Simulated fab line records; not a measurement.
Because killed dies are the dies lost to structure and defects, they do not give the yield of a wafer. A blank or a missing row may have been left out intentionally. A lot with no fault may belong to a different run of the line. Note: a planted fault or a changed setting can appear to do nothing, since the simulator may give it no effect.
Chamber matching ; flow sky130 ; SKY_CAPM_CVD_00 on pecvd-01: 3 sister chambers
The step deposits SiO2, target thk 15.5 nm. 20 wafers are shown with their chamber, then 10 later ones without.

WAFERS, EACH WITH ITS CHAMBER
wafer;chamber;heater-power-w (W)
L075.1;0;691
L075.2;2;676
L075.5;2;681
L077.2;2;721
L077.3;0;689
L077.6;0;687
L080.3;2;760
L080.4;2;747
L080.5;0;706
L081.3;1;680
L081.5;1;673
L081.6;2;728
L082.1;0;646
L082.4;1;817
L082.5;2;711
L085.1;0;699
L085.4;0;681
L085.5;1;801
L088.3;1;783
L088.4;1;804

SIGNATURES (means of the wafers above)
reading;chamber 0;chamber 1;chamber 2;scatter within a chamber
heater-power-w;685.57;759.67;717.71;41.6
Rule: a wafer lies at a distance from a chamber equal to the root of the sum of squares, over the readings, of (its reading less the chamber's mean, divided by the reading's scatter). If the next closest chamber is less than 2 further off than the closest, the wafer can't be placed; otherwise it belongs to the closest. The scatter: the root of (the sum of the squares of (reading less its chamber's mean) over the shown wafers, divided by (wafers less chambers)).

WAFERS WITHOUT THEIR CHAMBER
wafer;heater-power-w (W)
L088.5;561
L089.4;704
L089.5;673
L089.6;671
L095.3;746
L095.4;647
L095.5;744
L097.1;809
L097.3;657
L097.4;647

EACH ONE'S CHAMBER
wafer;from the rows above;in truth
L088.5;can't be placed: 0 or 2 or 1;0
L089.4;can't be placed: 2 or 0 or 1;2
L089.5;can't be placed: 0 or 2 or 1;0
L089.6;can't be placed: 0 or 2 or 1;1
L095.3;can't be placed: 1 or 2 or 0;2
L095.4;can't be placed: 0 or 2 or 1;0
L095.5;can't be placed: 1 or 2 or 0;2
L097.1;can't be placed: 1 or 2 or 0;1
L097.3;can't be placed: 0 or 2 or 1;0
L097.4;can't be placed: 0 or 2 or 1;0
Correctly placed: 0 of 10. Not placeable from these rows: 10 (in 10, the candidates include the true chamber). 0 placed wrongly.
